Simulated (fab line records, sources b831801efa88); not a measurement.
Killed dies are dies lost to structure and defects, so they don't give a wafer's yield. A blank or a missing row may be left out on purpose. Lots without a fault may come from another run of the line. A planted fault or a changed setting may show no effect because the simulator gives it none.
fab line records | flow gf180mcu
record lots=24 wafers=72 last_day=34
route steps=602 shown VT_IMPLANT@119 V2@403 M4@470 V4@497
lots that met no fault: from a run of the same line without faults
start_h: hours from the record's first day to the start of the lot's first wafer shown | wait_h: hours since the lot's step before | " the same as in the row above | L1.1+2: a row that stands for several wafers | - no value, or no start given | * or withheld: withheld | < > ~ a bound
route shown NAME@n: a module of which the file shows steps, and the number in the route of the first | usual: mean/standard deviation of fault-free wafers | same: alike in all rows | chamber/n: place in a boat | sites: the reading at each site | _std_site: their standard deviation | _edge_site: outer sites' mean less inner sites' | radius_mm: how far each site lies from the wafer's centre | mask NAME#n: copy n | behind: the tool/chamber that last shaped the wafer | hold: why the lot was held/for how many hours/how that ended | device: the transistor (n, p or np) that didn't switch | end of line: the same wafers' tests at the end of the route | a step without rows: its recipe alone | killed: dies lost to structure and defects at the first sort, not the wafer's yield | map: a wafer's dies, x killed, . not, _ none there
set.NAME: the setting as run; set.NAME@STEP: as run at that earlier step | model.NAME: the simulator's own value behind a step, which no gauge read
steps of the route over a sample of lots; a table a step, a row a wafer
services: from which hour (start_h, from the record's first day; less than 0 if before it) a tool's chamber was out of use, for how many hours, and why
## steps
# step GF_VT_IMPLANT_OVL_MEAS_29
# usual VT_IMPLANT_02_OVL=-0.2/1.3
# columns lot.wafer tool chamber start_h wait_h VT_IMPLANT_02_OVL[nm]
L074.1 overlay-02 - 139.70 0.1 -1.6
L074.5 " - " " -0.4
L074.6 " - " " -0.9
L075.2 overlay-02 - 148.36 0.1 0.7
L075.5 " - " " 0.2
L075.6 " - " " 0.3
L076.1 overlay-02 - 155.05 0.1 1.1
L076.2 " - " " 1.4
L076.5 " - " " 0.1
L077.1 overlay-01 - 158.20 0.1 3.3
L077.2 " - " " 2.2
L077.3 " - " " 0.3
L078.1 overlay-02 - 165.05 0.1 -0.4
L078.4 " - " " 0.5
L078.5 " - " " -0.8
L079.1 overlay-02 - 171.90 0.1 -0.4
L079.4 " - " " -0.9
L079.6 " - " " 0.3
L080.3 overlay-02 - 179.17 0.1 -1.1
L080.4 " - " " -1.6
L080.6 " - " " -2.0
L081.2 overlay-02 - 186.86 0.1 -0.8
L081.3 " - " " -1.8
L081.5 " - " " -1.3
L082.1 overlay-02 - 194.00 0.1 -2.6
L082.4 " - " " -2.7
L082.6 " - " " -3.4
L083.1 overlay-02 - 199.35 0.1 -1.6
L083.2 " - " " -2.1
L083.3 " - " " -0.7
L084.1 overlay-01 - 206.15 0.1 -1.3
L084.3 " - " " -1.1
L084.5 " - " " -0.6
L085.1 overlay-01 - 209.94 0.1 -1.1
L085.3 " - " " -0.9
L085.5 " - " " -0.8
L086.1 overlay-02 - 221.60 0.1 -0.9
L086.5 " - " " -1.2
L086.6 " - " " -1.7
L087.1 overlay-01 - 228.95 0.1 1.0
L087.4 " - " " -0.2
L087.5 " - " " -0.4
L088.2 overlay-01 - 234.55 0.1 1.2
L088.4 " - " " 0.3
L088.5 " - " " 1.5
L089.1 overlay-01 - 241.65 0.1 -0.6
L089.3 " - " " 0.7
L089.5 " - " " 0.4
L090.3 overlay-02 - 244.21 0.1 -1.4
L090.5 " - " " -0.8
L090.6 " - " " -0.5
L091.3 overlay-01 - 254.86 0.1 0.1
L091.5 " - " " 0.1
L091.6 " - " " -0.1
L092.1 overlay-01 - 262.15 0.1 0.7
L092.2 " - " " 0.3
L092.4 " - " " 0.8
L093.1 overlay-01 - 267.40 0.1 -0.1
L093.4 " - " " -0.2
L093.5 " - " " -0.3
L094.1 overlay-02 - 272.85 0.1 -0.9
L094.2 " - " " -0.3
L094.6 " - " " -0.1
L095.1 overlay-02 - 276.70 0.1 1.7
L095.3 " - " " 2.9
L095.6 " - " " 1.6
L096.1 overlay-02 - 288.40 0.1 0.6
L096.4 " - " " -1.2
L096.5 " - " " 1.1
L097.1 overlay-01 - 293.40 0.1 0.5
L097.3 " - " " 0.0
L097.5 " - " " 1.4
# step GF_V2_SPUTTER_21
# recipe material=Ti target_thk_nm=15 chamber_pressure_pa=5 power_w=2500 substrate_temp_c=200 time_s=80.02
# usual chamber_pressure_pa=4.999/0.01 substrate_temp_c=200.00/0.17 throttle_valve_pct=30.1/1.1
# columns lot.wafer tool chamber start_h wait_h chamber_pressure_pa substrate_temp_c throttle_valve_pct
L074.1 pvd_sputter-03 - 458.29 0.0 4.989 200.05 30.3
L074.5 " - " " 4.993 200.03 29.3
L074.6 " - " " 4.992 199.85 29.7
L075.2 pvd_sputter-04 - 473.01 0.0 4.979 200.09 30.2
L075.5 " - " " 5.011 200.05 28.5
L075.6 " - " " 4.971 200.28 30.3
L076.1 pvd_sputter-03 - 483.52 0.0 4.995 200.04 29.6
L076.2 " - " " 5.002 199.68 30.2
L076.5 " - " " 4.987 200.07 29.3
L077.1 pvd_sputter-02 - 487.26 0.0 5.018 199.93 31.0
L077.2 " - " " 4.993 200.00 29.3
L077.3 " - " " 5.006 199.89 31.7
L078.1 pvd_sputter-03 - 496.60 0.0 5.004 200.11 30.1
L078.4 " - " " 4.980 199.78 29.2
L078.5 " - " " 4.982 200.11 30.0
L079.1 pvd_sputter-04 - 503.86 0.0 5.012 200.01 28.7
L079.4 " - " " 4.995 199.87 28.4
L079.6 " - " " 5.001 200.06 30.5
L080.3 pvd_sputter-03 - 519.22 0.0 4.996 199.90 29.9
L080.4 " - " " 4.990 199.99 29.5
L080.6 " - " " 5.003 199.80 30.1
L081.2 pvd_sputter-02 - 526.00 0.0 5.027 199.75 30.1
L081.3 " - " " 5.008 200.22 31.8
L081.5 " - " " 5.005 200.10 29.9
L082.1 pvd_sputter-04 - 534.50 0.0 5.000 200.12 30.5
L082.4 " - " " 4.981 200.02 28.8
L082.6 " - " " 5.010 199.82 28.6
L083.1 pvd_sputter-02 - 539.22 0.0 5.014 199.52 31.9
L083.2 " - " " 5.009 199.83 30.9
L083.3 " - " " 4.998 199.75 30.0
L084.1 pvd_sputter-04 - 554.16 0.0 4.997 200.01 30.2
L084.3 " - " " 4.999 200.06 28.9
L084.5 " - " " 4.998 200.03 28.7
L085.1 pvd_sputter-02 - 556.67 0.0 5.010 200.00 29.3
L085.3 " - " " 5.006 199.90 31.7
L085.5 " - " " 5.006 199.97 31.5
L086.1 pvd_sputter-02 - 575.32 0.0 4.985 200.31 31.8
L086.5 " - " " 4.986 200.12 29.5
L086.6 " - " " 5.014 199.81 30.7
L087.1 pvd_sputter-03 - 585.32 0.0 4.987 199.97 29.3
L087.4 " - " " 4.989 199.79 30.0
L087.5 " - " " 5.003 199.86 29.6
L088.2 pvd_sputter-03 - 588.65 0.0 4.992 200.02 29.6
L088.4 " - " " 5.013 200.35 29.3
L088.5 " - " " 5.007 200.10 29.5
L089.1 pvd_sputter-02 - 593.57 0.0 4.991 199.97 31.9
L089.3 " - " " 4.996 200.11 30.8
L089.5 " - " " 5.002 200.23 32.1
L090.3 pvd_sputter-02 - 600.17 0.0 4.998 199.96 29.4
L090.5 " - " " 5.010 199.96 31.7
L090.6 " - " " 4.992 200.03 29.2
L091.3 pvd_sputter-02 - 610.25 0.0 5.003 199.86 31.1
L091.5 " - " " 5.001 199.92 30.3
L091.6 " - " " 5.008 200.26 31.9
L092.1 pvd_sputter-02 - 617.57 0.0 5.004 200.08 30.7
L092.2 " - " " 4.993 199.96 32.0
L092.4 " - " " 5.004 200.29 29.2
L093.1 pvd_sputter-03 - 624.21 0.0 5.004 199.91 29.3
L093.4 " - " " 4.981 199.76 32.0
L093.5 " - " " 4.986 199.58 32.0
L094.1 pvd_sputter-03 - 628.23 0.0 5.006 199.88 30.2
L094.2 " - " " 4.999 200.18 32.2
L094.6 " - " " 4.991 200.24 32.0
L095.1 pvd_sputter-03 - 637.83 0.0 4.991 199.90 29.3
L095.3 " - " " 4.977 200.13 29.4
L095.6 " - " " 4.983 200.25 29.3
L096.1 pvd_sputter-03 - 644.92 0.0 4.984 200.34 31.9
L096.4 " - " " 4.987 200.06 29.2
L096.5 " - " " 4.995 199.95 32.0
L097.1 pvd_sputter-04 - 651.01 0.0 4.989 200.04 28.8
L097.3 " - " " 4.990 199.91 28.5
L097.5 " - " " 4.992 200.01 28.3
# step GF_M4_CD_MEAS_14
# recipe target_cd_nm=280
# usual cd_nm=280.0/1.3
# columns lot.wafer tool chamber start_h wait_h cd_nm
L074.1 cd_sem-02 - 533.43 0.1 280.4
L074.5 " - " " 280.4
L074.6 " - " " 277.9
L075.2 cd_sem-01 - 547.05 0.1 282.3
L075.5 " - " " 282.9
L075.6 " - " " 282.2
L076.1 cd_sem-01 - 556.28 0.1 278.6
L076.2 " - " " 280.2
L076.5 " - " " 280.0
L077.1 cd_sem-02 - 560.34 0.1 279.9
L077.2 " - " " 280.0
L077.3 " - " " 278.5
L078.1 cd_sem-02 - 568.39 0.1 281.1
L078.4 " - " " 280.4
L078.5 " - " " 280.5
L079.1 cd_sem-02 - 575.28 0.1 279.7
L079.4 " - " " 281.0
L079.6 " - " " 278.6
L080.3 cd_sem-02 - 590.73 0.1 279.4
L080.4 " - " " 280.8
L080.6 " - " " 280.0
L081.2 cd_sem-01 - 596.26 0.1 278.9
L081.3 " - " " 280.4
L081.5 " - " " 279.4
L082.1 cd_sem-01 - 604.09 0.1 279.3
L082.4 " - " " 281.3
L082.6 " - " " 280.5
L083.1 cd_sem-02 - 607.53 0.1 279.6
L083.2 " - " " 281.2
L083.3 " - " " 280.8
L084.1 cd_sem-02 - 622.02 0.1 280.3
L084.3 " - " " 280.0
L084.5 " - " " 279.7
L085.1 cd_sem-01 - 624.43 0.1 278.7
L085.3 " - " " 278.6
L085.5 " - " " 278.6
L086.1 cd_sem-01 - 642.48 0.1 282.1
L086.5 " - " " 282.3
L086.6 " - " " 282.0
L087.1 cd_sem-01 - 651.19 0.1 279.4
L087.4 " - " " 278.1
L087.5 " - " " 278.8
L088.2 cd_sem-02 - 654.45 0.1 283.1
L088.4 " - " " 281.3
L088.5 " - " " 282.8
L089.1 cd_sem-01 - 658.63 0.1 281.2
L089.3 " - " " 282.3
L089.5 " - " " 282.0
L090.3 cd_sem-02 - 663.98 0.1 280.3
L090.5 " - " " 282.1
L090.6 " - " " 280.8
L091.3 cd_sem-02 - 673.08 0.1 278.7
L091.5 " - " " 279.3
L091.6 " - " " 279.1
L092.1 cd_sem-01 - 680.99 0.1 279.2
L092.2 " - " " 278.0
L092.4 " - " " 277.4
L093.1 cd_sem-02 - 686.99 0.1 279.0
L093.4 " - " " 279.9
L093.5 " - " " 278.7
L094.1 cd_sem-01 - 690.89 0.1 277.3
L094.2 " - " " 277.9
L094.6 " - " " 278.0
L095.1 cd_sem-02 - 699.58 0.1 280.3
L095.3 " - " " 279.8
L095.6 " - " " 279.1
L096.1 cd_sem-02 - 705.89 0.1 280.1
L096.4 " - " " 280.8
L096.5 " - " " 281.2
L097.1 cd_sem-02 - 711.68 0.1 280.1
L097.3 " - " " 278.7
L097.5 " - " " 279.1
# step GF_V4_SPUTTER_21
# recipe material=Ti target_thk_nm=15 chamber_pressure_pa=4.871 power_w=2500 substrate_temp_c=200 time_s=80.02
# usual chamber_pressure_pa=4.872/0.0099 substrate_temp_c=200.01/0.15 throttle_valve_pct=29.9/1.1
# columns lot.wafer tool chamber start_h wait_h chamber_pressure_pa substrate_temp_c throttle_valve_pct
L074.1 pvd_sputter-03 - 558.06 0.0 4.878 200.32 32.1
L074.5 " - " " 4.851 199.86 30.4
L074.6 " - " " 4.850 200.09 29.1
L075.2 pvd_sputter-02 - 571.17 0.0 4.878 199.93 30.0
L075.5 " - " " 4.885 200.18 30.7
L075.6 " - " " 4.863 200.01 29.3
L076.1 pvd_sputter-03 - 580.72 0.0 4.856 200.07 31.8
L076.2 " - " " 4.889 200.01 29.6
L076.5 " - " " 4.866 199.91 32.0
L077.1 pvd_sputter-02 - 584.21 0.0 4.852 200.04 30.2
L077.2 " - " " 4.867 200.06 30.8
L077.3 " - " " 4.865 199.62 31.7
L078.1 pvd_sputter-03 - 592.05 0.0 4.860 200.08 31.8
L078.4 " - " " 4.861 200.12 29.0
L078.5 " - " " 4.875 199.86 29.6
L079.1 pvd_sputter-04 - 599.37 0.0 4.877 200.11 28.8
L079.4 " - " " 4.882 200.08 29.0
L079.6 " - " " 4.880 199.90 30.5
L080.3 pvd_sputter-04 - 613.78 0.0 4.862 200.19 28.8
L080.4 " - " " 4.864 200.03 28.8
L080.6 " - " " 4.864 199.83 30.3
L081.2 pvd_sputter-02 - 619.21 0.0 4.886 200.11 31.5
L081.3 " - " " 4.867 200.11 30.0
L081.5 " - " " 4.871 199.90 29.4
L082.1 pvd_sputter-03 - 626.38 0.0 4.869 200.00 32.1
L082.4 " - " " 4.865 199.77 30.0
L082.6 " - " " 4.862 199.80 29.4
L083.1 pvd_sputter-03 - 630.74 0.0 4.893 199.67 30.1
L083.2 " - " " 4.874 200.27 29.5
L083.3 " - " " 4.868 199.91 29.6
L084.1 pvd_sputter-02 - 644.47 0.0 4.869 199.96 31.8
L084.3 " - " " 4.886 199.75 29.8
L084.5 " - " " 4.878 199.89 29.1
L085.1 pvd_sputter-03 - 647.25 0.0 4.876 199.80 32.0
L085.3 " - " " 4.886 199.66 29.2
L085.5 " - " " 4.891 200.09 29.3
L086.1 pvd_sputter-04 - 664.00 0.0 4.867 200.07 28.8
L086.5 " - " " 4.875 200.22 28.7
L086.6 " - " " 4.864 199.89 30.4
L087.1 pvd_sputter-03 - 672.52 0.0 4.849 199.83 29.6
L087.4 " - " " 4.876 200.07 30.2
L087.5 " - " " 4.865 199.79 29.6
L088.2 pvd_sputter-04 - 676.11 0.0 4.859 199.90 30.3
L088.4 " - " " 4.869 200.06 28.5
L088.5 " - " " 4.866 199.82 28.7
L089.1 pvd_sputter-04 - 679.82 0.0 4.878 200.28 30.4
L089.3 " - " " 4.885 199.84 28.6
L089.5 " - " " 4.876 199.98 28.8
L090.3 pvd_sputter-02 - 685.47 0.0 4.869 200.06 30.8
L090.5 " - " " 4.880 199.90 30.9
L090.6 " - " " 4.868 200.14 29.4
L091.3 pvd_sputter-02 - 693.77 0.0 4.863 200.26 30.9
L091.5 " - " " 4.876 200.16 30.5
L091.6 " - " " 4.872 200.07 29.2
L092.1 pvd_sputter-02 - 701.36 0.0 4.869 199.82 30.9
L092.2 " - " " 4.880 200.01 29.7
L092.4 " - " " 4.872 200.14 32.0
L093.1 pvd_sputter-04 - 707.66 0.0 4.871 200.11 28.8
L093.4 " - " " 4.857 199.92 28.7
L093.5 " - " " 4.876 200.09 28.3
L094.1 pvd_sputter-04 - 711.69 0.0 4.880 200.15 28.8
L094.2 " - " " 4.877 199.90 28.5
L094.6 " - " " 4.874 200.22 28.8
L095.1 pvd_sputter-03 - 720.01 0.0 4.879 200.28 31.7
L095.3 " - " " 4.864 200.23 30.0
L095.6 " - " " 4.876 200.15 29.5
L096.1 pvd_sputter-03 - 725.81 0.0 4.856 200.15 29.5
L096.4 " - " " 4.885 199.77 30.1
L096.5 " - " " 4.871 200.08 32.1
L097.1 pvd_sputter-04 - 731.96 0.0 4.870 199.87 28.5
L097.3 " - " " 4.883 199.73 30.2
L097.5 " - " " 4.872 199.97 28.4
# step GF_V4_SPUTTER_22
# recipe material=TiN target_thk_nm=10 chamber_pressure_pa=5 power_w=4000 time_s=40
# usual chamber_pressure_pa=4.999/0.0092 throttle_valve_pct=29.9/1.1
# columns lot.wafer tool chamber start_h wait_h chamber_pressure_pa throttle_valve_pct
L074.1 pvd_sputter-03 - 558.12 0.0 4.998 32.0
L074.5 " - " " 4.990 30.0
L074.6 " - " " 5.004 29.1
L075.2 pvd_sputter-02 - 571.23 0.0 5.007 30.2
L075.5 " - " " 4.993 30.7
L075.6 " - " " 5.000 29.5
L076.1 pvd_sputter-03 - 580.78 0.0 5.002 32.2
L076.2 " - " " 5.007 29.5
L076.5 " - " " 4.996 32.0
L077.1 pvd_sputter-02 - 584.27 0.0 4.987 30.1
L077.2 " - " " 5.019 30.8
L077.3 " - " " 4.984 31.9
L078.1 pvd_sputter-03 - 592.11 0.0 5.015 32.0
L078.4 " - " " 4.986 29.1
L078.5 " - " " 5.002 29.7
L079.1 pvd_sputter-04 - 599.44 0.0 5.015 28.8
L079.4 " - " " 4.999 28.5
L079.6 " - " " 4.983 30.8
L080.3 pvd_sputter-04 - 613.84 0.0 5.009 29.0
L080.4 " - " " 5.009 28.5
L080.6 " - " " 5.001 30.4
L081.2 pvd_sputter-02 - 619.27 0.0 5.002 31.7
L081.3 " - " " 4.998 30.0
L081.5 " - " " 5.012 29.5
L082.1 pvd_sputter-03 - 626.44 0.0 4.999 31.9
L082.4 " - " " 5.013 29.8
L082.6 " - " " 4.999 29.5
L083.1 pvd_sputter-03 - 630.80 0.0 4.997 30.2
L083.2 " - " " 4.999 29.0
L083.3 " - " " 5.018 29.5
L084.1 pvd_sputter-02 - 644.53 0.0 4.985 31.9
L084.3 " - " " 5.000 29.9
L084.5 " - " " 4.996 29.1
L085.1 pvd_sputter-03 - 647.31 0.0 4.992 31.9
L085.3 " - " " 4.992 29.6
L085.5 " - " " 4.992 29.2
L086.1 pvd_sputter-04 - 664.07 0.0 4.996 28.8
L086.5 " - " " 5.009 28.6
L086.6 " - " " 4.988 30.5
L087.1 pvd_sputter-03 - 672.58 0.0 4.993 29.3
L087.4 " - " " 5.018 30.2
L087.5 " - " " 4.997 29.6
L088.2 pvd_sputter-04 - 676.17 0.0 4.993 30.3
L088.4 " - " " 4.996 28.6
L088.5 " - " " 5.005 28.6
L089.1 pvd_sputter-04 - 679.88 0.0 4.991 30.6
L089.3 " - " " 5.004 28.7
L089.5 " - " " 4.982 28.8
L090.3 pvd_sputter-02 - 685.53 0.0 5.001 30.8
L090.5 " - " " 4.998 31.0
L090.6 " - " " 4.998 29.3
L091.3 pvd_sputter-02 - 693.83 0.0 5.003 30.8
L091.5 " - " " 5.003 30.8
L091.6 " - " " 4.994 29.2
L092.1 pvd_sputter-02 - 701.42 0.0 4.983 30.8
L092.2 " - " " 4.989 29.8
L092.4 " - " " 5.004 31.8
L093.1 pvd_sputter-04 - 707.73 0.0 5.001 28.5
L093.4 " - " " 5.002 28.7
L093.5 " - " " 4.996 28.4
L094.1 pvd_sputter-04 - 711.75 0.0 4.993 29.0
L094.2 " - " " 5.018 28.6
L094.6 " - " " 4.991 28.6
L095.1 pvd_sputter-03 - 720.07 0.0 5.002 31.9
L095.3 " - " " 5.004 29.9
L095.6 " - " " 5.004 29.7
L096.1 pvd_sputter-03 - 725.87 0.0 4.987 29.8
L096.4 " - " " 5.001 30.2
L096.5 " - " " 5.008 32.1
L097.1 pvd_sputter-04 - 732.02 0.0 5.004 28.8
L097.3 " - " " 5.017 30.5
L097.5 " - " " 5.004 28.7
# step GF_V4_CMP_26
# recipe stop_on=SiO2 down_force_psi=3.5 platen_rpm=60 t_overpolish_s=15 target_thk_nm=0 pad_velocity_m_s=0.94248
# usual motor_current_A=11.8/0.77 overpolish_run_s=15.001/0.0097 time_to_endpoint_s=85/3.6
# columns lot.wafer tool chamber start_h wait_h motor_current_A overpolish_run_s time_to_endpoint_s
L074.1 cmp-01 0 558.45 0.1 11.0 14.992 84
L074.6 " 0 " " 10.5 15.009 85
L074.5 " 1 " " 11.3 15.001 80
L075.2 cmp-02 2 571.66 0.1 12.1 15.020 90
L075.6 " 0 " " 12.0 14.992 91
L075.5 " 1 " " 11.7 15.013 85
L076.2 cmp-02 1 581.21 0.1 11.8 14.999 85
L076.1 " 2 " " 11.8 14.998 92
L076.5 " 3 " " 13.2 15.001 86
L077.1 cmp-02 1 584.60 0.1 11.5 14.990 87
L077.3 " 2 " " 11.8 15.002 91
L077.2 " 0 " " 11.7 14.988 93
L078.4 cmp-01 0 592.49 0.1 10.7 15.010 86
L078.1 " 2 " " 10.7 14.995 87
L078.5 " 0 " " 11.2 14.989 82
L079.1 cmp-02 3 599.78 0.1 12.8 15.017 86
L079.4 " 1 " " 11.9 15.006 87
L079.6 " 3 " " 12.5 15.014 89
L080.4 cmp-02 1 614.22 0.1 12.1 14.988 81
L080.3 " 3 " " 12.5 14.994 81
L080.6 " 0 " " 12.2 15.009 83
L081.2 cmp-02 2 619.60 0.0 12.6 14.977 86
L081.3 " 0 " " 11.6 14.991 81
L081.5 " 2 " " 12.4 15.010 81
L082.4 cmp-02 0 626.82 0.1 11.9 15.020 88
L082.1 " 1 " " 11.8 15.016 88
L082.6 " 3 " " 12.5 15.010 86
L083.2 cmp-01 1 631.13 0.0 11.2 15.006 78
L083.1 " 2 " " 10.9 14.991 83
L083.3 " 3 " " 12.6 15.000 84
L084.1 cmp-01 1 644.86 0.1 11.3 15.010 86
L084.3 " 0 " " 11.0 14.995 93
L084.5 " 2 " " 10.8 14.992 88
L085.3 cmp-01 3 647.69 0.1 12.9 14.997 87
L085.1 " 0 " " 10.3 14.999 85
L085.5 " 3 " " 13.3 14.998 84
L086.1 cmp-02 1 664.45 0.1 12.1 15.002 79
L086.5 " 0 " " 11.8 14.990 87
L086.6 " 1 " " 12.3 14.982 79
L087.1 cmp-02 2 672.91 0.1 12.2 15.000 86
L087.4 " 3 " " 12.6 15.009 84
L087.5 " 3 " " 12.5 15.017 85
L088.2 cmp-01 0 676.50 0.0 10.8 15.011 89
L088.4 " 2 " " 10.5 15.000 83
L088.5 " 0 " " 10.6 15.019 88
L089.3 cmp-02 0 680.27 0.1 11.9 15.007 84
L089.1 " 1 " " 11.8 15.008 79
L089.5 " 3 " " 12.3 14.999 80
L090.3 cmp-01 3 685.86 0.0 13.1 15.000 89
L090.6 " 3 " " 13.2 14.995 90
L090.5 " 0 " " 11.1 15.003 88
L091.3 cmp-02 2 694.16 0.0 12.9 15.005 87
L091.6 " 2 " " 12.5 15.006 84
L091.5 " 3 " " 13.1 15.013 81
L092.2 cmp-02 0 701.75 0.0 11.5 15.006 86
L092.4 " 2 " " 12.0 15.003 84
L092.1 " 3 " " 12.2 14.998 82
L093.1 cmp-02 2 708.06 0.1 11.9 14.991 86
L093.4 " 1 " " 11.5 14.998 81
L093.5 " 3 " " 12.5 14.994 82
L094.2 cmp-01 3 712.49 0.5 13.7 15.001 88
L094.1 " 1 " " 11.1 14.996 86
L094.6 " 2 " " 11.0 15.009 89
L095.1 cmp-01 0 720.73 0.4 10.9 15.008 91
L095.3 " 1 " " 11.2 15.007 81
L095.6 " 3 " " 12.3 15.011 83
L096.1 cmp-02 2 726.53 0.4 11.6 14.990 85
L096.4 " 3 " " 12.8 14.996 82
L096.5 " 1 " " 11.6 14.998 83
L097.1 cmp-02 1 732.40 0.1 11.9 14.996 84
L097.3 " 2 " " 11.6 14.990 89
L097.5 " 1 " " 11.7 14.983 85
## services
# columns tool chamber start_h hours kind
pvd_sputter-03 1 441.89 - consumable_replace:kit
pvd_sputter-03 1 441.89 18.0 scheduled_down
pvd_sputter-03 1 441.89 18.0 vent_cycle
cmp-02 - 453.17 9.1 pm
pvd_sputter-03 - 473.41 0.6 repair
cmp-02 - 492.92 0.6 repair
cmp-02 - 497.95 4.2 pm
pvd_sputter-02 - 499.78 7.5 repair
cmp-02 - 504.20 3.6 repair
cmp-01 - 514.46 17.8 repair
cmp-01 - 533.15 3.4 repair
cmp-02 - 572.00 4.0 pm
cmp-02 - 586.80 4.7 repair
cmp-01 - 605.38 3.5 repair
pvd_sputter-02 - 619.51 12.8 repair
pvd_sputter-02 - 630.71 3.2 repair
cmp-02 - 651.51 0.3 repair
pvd_sputter-02 - 661.49 9.6 repair
pvd_sputter-03 - 679.67 0.6 repair
pvd_sputter-02 3 681.24 - consumable_replace:kit
pvd_sputter-02 3 681.24 18.0 scheduled_down
cmp-02 - 708.95 13.5 pm
pvd_sputter-02 - 715.19 6.6 repair
cmp-01 - 722.46 5.4 pm
## key
fault none
